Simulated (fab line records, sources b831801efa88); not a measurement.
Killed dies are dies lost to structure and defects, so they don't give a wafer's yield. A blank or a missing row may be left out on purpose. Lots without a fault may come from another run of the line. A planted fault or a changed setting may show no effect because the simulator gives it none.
fab line records | flow sky130
record lots=6 wafers=18 last_day=50
route steps=708 shown VIA2@520 METAL3@532 PAD_OPEN@708
lots that met no fault: from a run of the same line without faults
start_h: hours from the record's first day to the start of the lot's first wafer shown | wait_h: hours since the lot's step before | " the same as in the row above | L1.1+2: a row that stands for several wafers | - no value, or no start given | * or withheld: withheld | < > ~ a bound
route shown NAME@n: a module of which the file shows steps, and the number in the route of the first | usual: mean/standard deviation of fault-free wafers | same: alike in all rows | chamber/n: place in a boat | sites: the reading at each site | _std_site: their standard deviation | _edge_site: outer sites' mean less inner sites' | radius_mm: how far each site lies from the wafer's centre | mask NAME#n: copy n | behind: the tool/chamber that last shaped the wafer | hold: why the lot was held/for how many hours/how that ended | device: the transistor (n, p or np) that didn't switch | end of line: the same wafers' tests at the end of the route | a step without rows: its recipe alone | killed: dies lost to structure and defects at the first sort, not the wafer's yield | map: a wafer's dies, x killed, . not, _ none there
set.NAME: the setting as run; set.NAME@STEP: as run at that earlier step | model.NAME: the simulator's own value behind a step, which no gauge read
lots at some steps of the route; a table a step, a row a wafer
services: from which hour (start_h, from the record's first day; less than 0 if before it) a tool's chamber was out of use, for how many hours, and why
## steps
# step SKY_VIA2_OVL_MEAS_13
# usual VIA2_OVL=-1/5.2
# columns lot.wafer tool chamber start_h wait_h VIA2_OVL[nm]
L918.1 overlay-01 - 922.78 0.1 3
L918.2 " - " " -2
L918.6 " - " " -3
L920.1 overlay-01 - 927.63 0.1 1
L920.2 " - " " 1
L920.4 " - " " 4
L929.2 overlay-02 - 981.39 0.1 -3
L929.5 " - " " -3
L929.6 " - " " 3
L930.3 overlay-01 - 994.15 0.1 -4
L930.4 " - " " -7
L930.5 " - " " -5
L931.2 overlay-01 - 999.40 0.1 -13
L931.4 " - " " -3
L931.5 " - " " 0
L933.4 overlay-01 - 1009.15 0.1 -3
L933.5 " - " " 2
L933.6 " - " " -1
# step SKY_VIA2_ETCH_14
# recipe chemistry=N2/H2 target=BARC ion_energy_ev=200 source_w=500 bias_w=100 pressure_mtorr=30 n2_flow_sccm=100 h2_flow_sccm=200 stop_on=SiO2 time_s=45.9 target_depth_a=600
# usual drypump_motor_current_A=5.9/0.55 h2_flow_sccm=200.1/0.62 oes_product_au=0.854/0.0053 throttle_valve_pct=13.225/0.0097
# columns lot.wafer tool chamber start_h wait_h drypump_motor_current_A h2_flow_sccm oes_product_au rf_hours_counter_h throttle_valve_pct
L918.1 rie_diel-02 1 922.82 0.0 6.4 201.1 0.853 4 13.213
L918.2 " 3 " " 6.5 200.0 0.863 13 13.223
L918.6 " 1 " " 6.5 201.1 0.852 - 13.215
L920.1 rie_diel-01 3 927.67 0.0 6.3 199.6 0.852 22 13.248
L920.2 " 2 " " 4.9 199.9 0.855 10 13.243
L920.4 " 1 " " 5.9 200.2 0.854 11 13.222
L929.2 rie_diel-02 0 981.42 0.0 5.8 199.7 0.858 11 13.227
L929.5 " 3 " " 6.5 200.0 0.850 - 13.231
L929.6 " 0 " " 5.8 199.8 0.850 - 13.244
L930.3 rie_diel-01 1 994.17 0.0 5.9 199.1 0.853 13 13.228
L930.4 " 2 " " 4.9 199.9 0.859 12 13.220
L930.5 " 2 " " 4.9 199.4 0.854 - 13.237
L931.2 rie_diel-02 0 999.43 0.0 5.8 200.6 0.855 12 13.231
L931.4 " 1 " " 6.4 199.8 0.860 6 13.210
L931.5 " 1 " " 6.4 199.5 0.851 - 13.210
L933.4 rie_diel-04 1 1009.17 0.0 6.3 199.4 0.859 21 13.235
L933.5 " 2 " " 5.5 200.9 0.842 - 13.240
L933.6 " 3 " " 6.2 199.6 0.851 - 13.226
# step SKY_VIA2_ETCH_15
# recipe target=SiO2 chemistry=C4F8/O2/Ar target_depth_nm=546 stop_on=TiN mask_material=KrF-thick source_w=1500 bias_w=1200 pressure_mtorr=40 c4f8_flow_sccm=withheld O2_flow_sccm=6 Ar_flow_sccm=300 time_s=84
# step SKY_VIA2_STRIP_16
# recipe chemistry=O2/N2 power_w=1400 pressure_mtorr=1500 platen_temp_c=withheld o2_flow_sccm=3000 n2_flow_sccm=300 overash_fraction=0.5
# usual drypump_motor_current_A=5.5/0.6 oes_product_au=0.398/0.0041 strip_time_to_endpoint_s=4.045/0.027
# columns lot.wafer tool chamber start_h wait_h drypump_motor_current_A oes_product_au rf_hours_counter_h strip_time_to_endpoint_s
L918.1 plasma_asher-01 1 922.92 0.0 4.9 0.393 16 4.032
L918.2 " 0 " " 6.0 0.394 16 3.993
L918.6 " 0 " " 6.0 0.399 - 4.041
L920.1 plasma_asher-02 0 927.77 0.0 5.9 0.396 111 4.067
L920.2 " 1 " " 6.4 0.394 111 4.086
L920.4 " 1 " " 6.4 0.398 - 4.040
L929.2 plasma_asher-03 1 981.53 0.0 4.9 0.397 84 4.052
L929.5 " 1 " " 4.9 0.401 - 4.043
L929.6 " 0 " " 4.9 0.398 - 4.027
L930.3 plasma_asher-02 0 994.31 0.1 5.8 0.406 - 4.085
L930.4 " 1 " " 6.4 0.400 - 4.086
L930.5 " 1 " " 6.4 0.401 - 4.072
L931.2 plasma_asher-01 1 999.53 0.0 4.9 0.392 23 3.997
L931.4 " 0 " " 6.0 0.392 - 4.044
L931.5 " 0 " " 6.0 0.397 - 4.048
L933.4 plasma_asher-01 1 1009.31 0.1 4.9 0.399 - 4.057
L933.5 " 1 " " 4.9 0.398 - 4.074
L933.6 " 0 " " 6.1 0.395 - 4.059
# step SKY_VIA2_STRIP_17
# recipe chemistry=post_etch_residue_remover time_s=1200 temp_c=72.5
# step SKY_VIA2_CLEAN_18
# recipe chemistry=IPA time_s=180 temp_c=25
# step SKY_VIA2_CLEAN_19
# recipe chemistry=O3/DIW dry=n2_spin
# step SKY_VIA2_SPUTTER_20
# recipe material=TiN target_thk_nm=20 chamber_pressure_pa=5 power_w=4000 time_s=80
# usual cathode_dc_power_W=4000.1/0.75 chamber_pressure_pa=4.999/0.012 throttle_valve_pct=29.8/0.99
# columns lot.wafer tool chamber start_h wait_h cathode_dc_power_W chamber_pressure_pa throttle_valve_pct
L918.1 pvd_sputter-02 - 923.92 0.0 3998.9 4.994 32.1
L918.2 " - " " 4000.4 5.003 30.0
L918.6 " - " " 3999.1 5.014 29.8
L920.1 pvd_sputter-02 - 928.40 0.0 4000.1 5.006 31.7
L920.2 " - " " 3999.6 4.993 29.7
L920.4 " - " " 4000.6 5.001 29.7
L929.2 pvd_sputter-04 - 982.12 0.0 4002.6 4.998 27.1
L929.5 " - " " 3999.6 4.987 28.8
L929.6 " - " " 4000.8 4.994 29.9
L930.3 pvd_sputter-01 - 994.92 0.0 3999.9 4.985 30.3
L930.4 " - " " 4000.7 5.018 30.4
L930.5 " - " " 3999.9 5.005 29.5
L931.2 pvd_sputter-01 - 1000.18 0.0 3999.4 4.990 29.1
L931.4 " - " " 4000.3 4.988 30.6
L931.5 " - " " 3999.8 4.992 30.3
L933.4 pvd_sputter-01 - 1009.87 0.0 3999.9 5.008 29.7
L933.5 " - " " 4000.8 5.005 29.5
L933.6 " - " " 3999.2 5.017 30.1
# step SKY_VIA2_CVD_21
# recipe material=W target_thk_nm=420 time_s=126.4 temp_c=400 pressure_torr=40
# usual heater_power_outer_w=514/45 heater_power_w=851/110
# columns lot.wafer tool chamber start_h wait_h heater_power_outer_w heater_power_w
L918.1 cvd_w-02 1 923.98 0.0 581 1051
L918.2 " 0 " " 476 783
L918.6 " 1 " " 588 1024
L920.1 cvd_w-01 0 928.46 0.0 518 851
L920.2 " 1 " " 471 737
L920.4 " 0 " " 524 841
L929.2 cvd_w-01 1 982.18 0.0 469 744
L929.5 " 1 " " 468 754
L929.6 " 0 " " 525 839
L930.3 cvd_w-01 0 995.02 0.1 518 863
L930.4 " 1 " " 469 763
L930.5 " 1 " " 466 740
L931.2 cvd_w-02 1 1000.24 0.0 571 1037
L931.4 " 0 " " 475 803
L931.5 " 1 " " 583 1023
L933.4 cvd_w-02 1 1009.97 0.1 594 1053
L933.5 " 0 " " 475 760
L933.6 " 1 " " 585 1021
# step SKY_VIA2_RS_MEAS_22
# recipe thk_meas_gauge=four-point-probe reads=W_of_VIA2_CVD_21+TiN_of_VIA2_SPUTTER_20
# usual VIA2_W_RS=0.2735/0.0028
# columns lot.wafer tool chamber start_h wait_h VIA2_W_RS[ohm/sq]
L918.1 film_metro-01 - 924.11 0.1 0.2729
L918.2 " - " " 0.2676
L918.6 " - " " 0.2715
L920.1 film_metro-03 - 928.59 0.1 0.2745
L920.2 " - " " 0.2751
L920.4 " - " " 0.2750
L929.2 film_metro-01 - 982.33 0.1 0.2816
L929.5 " - " " 0.2733
L929.6 " - " " 0.2780
L930.3 film_metro-03 - 995.15 0.1 0.2701
L930.4 " - " " 0.2694
L930.5 " - " " 0.2734
L931.2 film_metro-03 - 1000.39 0.1 0.2703
L931.4 " - " " 0.2716
L931.5 " - " " 0.2724
L933.4 film_metro-03 - 1010.12 0.1 0.2759
L933.5 " - " " 0.2724
L933.6 " - " " 0.2759
# step SKY_VIA2_THK_MEAS_23
# recipe thk_meas_gauge=xrf reads=W_of_VIA2_CVD_21
# usual VIA2_W_THK=420/5
# columns lot.wafer tool chamber start_h wait_h VIA2_W_THK[nm]
L918.1 film_metro-01 - 924.23 0.1 423
L918.2 " - " " 434
L918.6 " - " " 427
L920.1 film_metro-03 - 928.71 0.1 417
L920.2 " - " " 415
L920.4 " - " " 413
L929.2 film_metro-01 - 982.44 0.1 414
L929.5 " - " " 426
L929.6 " - " " 416
L930.3 film_metro-03 - 995.25 0.1 424
L930.4 " - " " 423
L930.5 " - " " 422
L931.2 film_metro-03 - 1000.50 0.1 422
L931.4 " - " " 422
L931.5 " - " " 424
L933.4 film_metro-03 - 1010.21 0.1 416
L933.5 " - " " 423
L933.6 " - " " 415
# step SKY_VIA2_CMP_24
# recipe stop_on=SiO2 t_overpolish_s=20 down_force_psi=3.5 platen_rpm=60 target_thk_nm=0 pad_velocity_m_s=0.94248
# usual motor_current_A=10.3/0.86 overpolish_run_s=20.001/0.0097 time_to_endpoint_s=101/3.3
# columns lot.wafer tool chamber start_h wait_h motor_current_A overpolish_run_s time_to_endpoint_s
L918.2 cmp-02 2 924.29 0.0 10.9 19.998 104
L918.1 " 1 " " 10.4 19.998 100
L918.6 " 2 " " 11.1 19.988 105
L920.1 cmp-02 3 928.82 0.1 9.7 19.984 102
L920.4 " 0 " " 9.8 20.010 101
L920.2 " 1 " " 10.6 20.016 99
L929.2 cmp-02 2 982.54 0.1 10.6 19.992 103
L929.6 " 1 " " 9.9 20.017 102
L929.5 " 2 " " 10.5 20.008 103
L930.3 cmp-01 3 995.34 0.1 10.4 19.998 102
L930.4 " 0 " " 12.1 19.997 103
L930.5 " 3 " " 10.4 19.994 104
L931.2 cmp-02 2 1000.60 0.1 10.1 19.990 101
L931.4 " 0 " " 9.9 20.000 99
L931.5 " 2 " " 10.1 19.991 99
L933.4 cmp-01 0 1010.34 0.1 12.0 20.006 102
L933.5 " 2 " " 8.8 20.005 103
L933.6 " 3 " " 10.2 19.989 102
# step SKY_METAL3_SPUTTER_00
# recipe material=Ti target_thk_nm=15 power_w=3000 time_s=10 chamber_pressure_pa=0.4
# usual cathode_dc_power_W=3000.0/0.58 chamber_pressure_pa=0.4001/0.00066 throttle_valve_pct=29.2/0.94
# columns lot.wafer tool chamber start_h wait_h cathode_dc_power_W chamber_pressure_pa throttle_valve_pct
L918.1 pvd_sputter-03 - 924.59 0.1 - - -
L918.2 " - " " - - -
L918.6 " - " " - - -
L920.1 pvd_sputter-03 - 929.07 0.2 - - -
L920.2 " - " " - - -
L920.4 " - " " - - -
L929.2 pvd_sputter-01 - 982.79 0.2 2999.2 0.4022 29.0
L929.5 " - " " 2999.8 0.4004 30.2
L929.6 " - " " 2999.7 0.4001 30.4
L930.3 pvd_sputter-04 - 995.59 0.2 3000.3 0.3997 29.3
L930.4 " - " " 2999.6 0.4002 28.8
L930.5 " - " " 2999.7 0.4013 29.6
L931.2 pvd_sputter-04 - 1000.85 0.2 3000.6 0.4006 29.1
L931.4 " - " " 2999.8 0.4009 29.2
L931.5 " - " " 3000.1 0.3996 26.9
L933.4 pvd_sputter-03 - 1010.54 0.1 2998.9 0.4015 29.3
L933.5 " - " " 2999.5 0.3989 29.1
L933.6 " - " " 3000.0 0.3995 29.7
# step SKY_METAL3_SPUTTER_01
# recipe material=TiN target_thk_nm=20 power_w=6500 time_s=16.7 chamber_pressure_pa=0.4
# step SKY_PAD_OPEN_PROBE_99
# usual defect_limited_yield=82.4/1.9 killed_at_M0_to_M3=44/7.2 killed_at_M4_up=3.2/1.8 killed_at_contacts=24/5.4 killed_at_front_end=15/4 killed_at_other=0.3/0.56 killed_dies=87/9.2 killed_on_rim=17/4 killed_open=47/7.3 killed_short=39/5.7 sort_bin_3_pad_short=0.9/0.45 sort_bin_5_function=10.6/1.5 sort_bin_6_memory=6.2/1.1 sort_n_pass=405/9.2 sort_yield_pct=82.4/1.9
# same gross_dies=492 killed_at_back_side=0 sort_bin_4_leakage[%]=0 sort_bin_8_speed[%]=0
# columns lot.wafer tool chamber start_h wait_h defect_limited_yield[%] killed_at_M0_to_M3 killed_at_M4_up killed_at_contacts killed_at_front_end killed_at_other killed_dies killed_on_rim killed_open killed_short sort_bin_3_pad_short[%] sort_bin_5_function[%] sort_bin_6_memory[%] sort_n_pass sort_yield_pct[%] model.etest.via2_chain.rc_ohm
L918.1 prober-02 - 1135.45 0.1 80.9 51 3 22 18 0 94 23 55 38 1.2 11.4 6.5 398 80.9 11.1
L918.2 prober-02 - 1135.50 0.1 83.7 42 3 19 16 0 80 17 43 36 1.0 8.7 6.5 412 83.7 11
L918.6 prober-02 - 1135.70 0.2 86.4 40 1 16 10 0 67 17 42 25 0.8 7.5 5.3 425 86.4 10.8
L920.1 prober-01 - 1138.25 0.1 82.7 42 3 25 14 1 85 16 44 41 0.8 10.4 6.1 407 82.7 10.62
L920.2 prober-01 - 1138.30 0.1 81.9 47 0 24 18 0 89 19 43 46 0.8 12.0 5.3 403 81.9 10.91
L920.4 prober-01 - 1138.40 0.2 82.9 49 5 18 12 0 84 18 45 39 0.6 9.6 6.9 408 82.9 10.34
L929.2 prober-01 - 1178.56 0.1 83.5 38 0 29 13 1 81 16 50 31 1.0 10.6 4.9 411 83.5 10.17
L929.5 prober-01 - 1178.71 0.2 79.7 55 4 31 10 0 100 16 61 39 0.6 12.4 7.3 392 79.7 9.887
L929.6 prober-01 - 1178.76 0.2 82.3 49 0 27 11 0 87 17 58 29 0.4 12.2 5.1 405 82.3 10.26
L930.3 prober-02 - 1187.48 0.2 83.1 37 1 24 21 0 83 17 47 36 0.2 10.6 6.1 409 83.1 9.795
L930.4 prober-02 - 1187.53 0.2 83.7 31 2 18 29 0 80 22 48 31 0.8 8.7 6.7 412 83.7 9.431
L930.5 prober-02 - 1187.58 0.2 83.7 39 3 19 18 1 80 14 49 31 0 11.4 4.9 412 83.7 10.09
L931.2 prober-01 - 1190.98 0.1 80.3 55 1 33 8 0 97 18 59 38 1.4 12.0 6.3 395 80.3 10.51
L931.4 prober-01 - 1191.08 0.2 79.7 54 1 29 16 0 100 19 64 36 1.4 10.8 8.1 392 79.7 10.51
L931.5 prober-01 - 1191.13 0.2 79.5 48 4 34 15 0 101 19 61 40 1.2 13.6 5.7 391 79.5 9.386
L933.4 prober-01 - 1196.38 0.2 80.5 57 2 25 11 1 96 23 43 51 1.0 12.0 6.5 396 80.5 10.17
L933.5 prober-01 - 1196.43 0.2 81.9 44 3 23 19 0 89 13 51 36 0.6 11.6 5.9 403 81.9 9.985
L933.6 prober-01 - 1196.48 0.2 82.7 54 1 13 17 0 85 20 42 41 0.6 9.3 7.3 407 82.7 10.04
# killed by level:class
L918.1 CONTACT:geometric_particle:open=15 VIA2:geometric_particle:open=12 METAL2:geometric_particle:short=7 VIA3:geometric_particle:open=6 VIA1:geometric_particle:short=5 VIA1:geometric_particle:open=5 FIELD_ISO:geometric_particle:open=4 FIELD_ISO:geometric_particle:short=4
L918.2 VIA1:geometric_particle:open=10 METAL1:geometric_particle:short=9 CONTACT:geometric_particle:open=6 VIA2:geometric_particle:open=6 FIELD_ISO:geometric_particle:short=5 LI_CONTACT:geometric_particle:open=4 POLY_CUT:geometric_particle:open=3 METAL4:geometric_particle:short=3
L918.6 VIA1:geometric_particle:open=12 LI_CONTACT:geometric_particle:open=10 VIA3:geometric_particle:open=7 VIA1:geometric_particle:short=6 VIA2:geometric_particle:open=6 POLY_GATE:geometric_particle:short=3 LOCAL_INTERCONNECT:geometric_particle:short=3 METAL1:geometric_particle:short=3
L920.1 VIA2:geometric_particle:open=9 METAL2:geometric_particle:short=9 CONTACT:geometric_particle:open=9 METAL1:geometric_particle:short=7 LI_CONTACT:geometric_particle:open=7 FIELD_ISO:geometric_particle:short=5 CONTACT:geometric_particle:short=5 VIA1:geometric_particle:open=5
L920.2 METAL2:geometric_particle:short=14 VIA1:geometric_particle:open=12 LI_CONTACT:geometric_particle:open=10 FIELD_ISO:geometric_particle:short=8 CONTACT:geometric_particle:short=6 VIA3:geometric_particle:open=6 FIELD_ISO:geometric_particle:open=5 CONTACT:geometric_particle:open=4
L920.4 VIA1:geometric_particle:open=8 METAL1:geometric_particle:short=7 VIA3:geometric_particle:open=7 CONTACT:geometric_particle:open=6 FIELD_ISO:geometric_particle:open=5 METAL2:geometric_particle:short=5 VIA2:geometric_particle:short=5 FIELD_ISO:geometric_particle:short=4
L929.2 CONTACT:geometric_particle:open=10 VIA1:geometric_particle:open=10 VIA3:geometric_particle:open=9 LI_CONTACT:geometric_particle:open=7 CONTACT:geometric_particle:short=6 METAL2:geometric_particle:short=6 LI_CONTACT:geometric_particle:short=5 FIELD_ISO:geometric_particle:open=4
L929.5 VIA1:geometric_particle:open=15 CONTACT:geometric_particle:open=12 VIA2:geometric_particle:open=12 VIA3:geometric_particle:open=8 LI_CONTACT:geometric_particle:short=6 CONTACT:geometric_particle:short=6 METAL1:geometric_particle:short=6 LI_CONTACT:geometric_particle:open=4
L929.6 VIA1:geometric_particle:open=16 LI_CONTACT:geometric_particle:open=10 CONTACT:geometric_particle:open=10 VIA3:geometric_particle:open=7 VIA1:geometric_particle:short=5 VIA2:geometric_particle:open=5 FIELD_ISO:geometric_particle:open=4 METAL2:geometric_particle:short=4
L930.3 CONTACT:geometric_particle:open=10 VIA2:geometric_particle:open=8 VIA1:geometric_particle:open=6 FIELD_ISO:geometric_particle:open=5 FIELD_ISO:geometric_particle:short=5 POLY_GATE:geometric_particle:short=5 POLY_GATE:geometric_particle:open=5 CONTACT:geometric_particle:short=5
L930.4 POLY_GATE:geometric_particle:open=10 LI_CONTACT:geometric_particle:open=9 FIELD_ISO:geometric_particle:open=8 VIA2:geometric_particle:open=5 POLY_GATE:geometric_particle:short=5 VIA3:geometric_particle:open=5 VIA1:geometric_particle:open=5 METAL2:geometric_particle:short=5
L930.5 VIA1:geometric_particle:open=10 FIELD_ISO:geometric_particle:open=7 VIA2:geometric_particle:open=6 CONTACT:geometric_particle:open=6 LI_CONTACT:geometric_particle:open=5 VIA1:geometric_particle:short=5 FIELD_ISO:geometric_particle:short=4 METAL1:geometric_particle:short=4
L931.2 VIA1:geometric_particle:open=19 CONTACT:geometric_particle:open=11 LI_CONTACT:geometric_particle:open=9 VIA3:geometric_particle:open=8 METAL2:geometric_particle:short=6 VIA2:geometric_particle:open=5 LI_CONTACT:geometric_particle:short=5 LOCAL_INTERCONNECT:geometric_particle:short=5
L931.4 VIA1:geometric_particle:open=17 CONTACT:geometric_particle:open=13 METAL2:geometric_particle:short=10 LI_CONTACT:geometric_particle:open=9 VIA3:geometric_particle:open=6 CONTACT:geometric_particle:short=5 METAL1:geometric_particle:short=5 VIA2:geometric_particle:open=5
L931.5 VIA1:geometric_particle:open=15 CONTACT:geometric_particle:open=14 VIA2:geometric_particle:open=9 LOCAL_INTERCONNECT:geometric_particle:short=8 LI_CONTACT:geometric_particle:open=5 METAL2:geometric_particle:short=5 FIELD_ISO:geometric_particle:open=3 SPACER:geometric_particle:open=3
L933.4 METAL1:geometric_particle:short=16 VIA1:geometric_particle:open=12 CONTACT:geometric_particle:open=9 LI_CONTACT:geometric_particle:open=7 VIA3:geometric_particle:open=7 CONTACT:geometric_particle:short=6 METAL2:geometric_particle:short=6 VIA3:geometric_particle:short=6
L933.5 VIA3:geometric_particle:open=13 VIA1:geometric_particle:open=8 FIELD_ISO:geometric_particle:open=6 CONTACT:geometric_particle:open=6 LI_CONTACT:geometric_particle:open=6 CONTACT:geometric_particle:short=6 METAL2:geometric_particle:short=5 VIA3:geometric_particle:short=5
L933.6 VIA1:geometric_particle:open=10 VIA3:geometric_particle:open=10 METAL2:geometric_particle:short=7 VIA1:geometric_particle:short=7 CONTACT:geometric_particle:open=6 METAL1:geometric_particle:short=5 FIELD_ISO:geometric_particle:short=4 CONTACT:geometric_particle:short=4
## services
# columns tool chamber start_h hours kind
cvd_w-02 - 904.00 14.0 pm
cvd_w-02 0 904.00 14.0 vent_cycle
rie_diel-04 3 910.51 33.5 repair
rie_diel-01 3 911.58 3.2 repair
cmp-01 - 912.13 4.0 pm
rie_diel-01 - 916.71 4.3 pm
plasma_asher-03 - 921.55 3.3 repair
rie_diel-02 3 923.00 10.9 repair
cvd_w-01 0 923.48 4.7 repair
pvd_sputter-04 - 923.77 2.0 repair
plasma_asher-03 - 926.39 0.4 repair
pvd_sputter-01 - 927.30 2.9 repair
cmp-01 - 928.51 1.8 repair
pvd_sputter-03 - 930.74 1.1 repair
rie_diel-01 1 944.63 5.4 repair
cmp-02 - 944.85 2.2 repair
cvd_w-01 1 956.15 1.9 repair
cmp-01 - 956.91 4.2 pm
cmp-01 - 965.56 3.6 repair
plasma_asher-01 - 986.18 2.8 pm
plasma_asher-02 - 992.32 0.6 repair
plasma_asher-03 - 993.52 1.0 repair
cvd_w-01 - 999.65 6.0 pm
rie_diel-01 1 1004.25 10.0 repair
## key
first_sign step=SKY_METAL3_SPUTTER_00 reading=tool_record direction=missing
effect none on later readings
model_effect step=SKY_PAD_OPEN_PROBE_99 value=etest.via2_chain.rc_ohm without=9.844 struck=10.79
met_at SKY_METAL3_SPUTTER_00
struck_wafers L918.1,L918.2,L918.6,L920.1,L920.2,L920.4
fault kind=skipped_step_whole tool=pvd_sputter-03 chamber=- onset_h=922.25 steps=SKY_METAL3_SPUTTER_00 scope=struck_lots_only
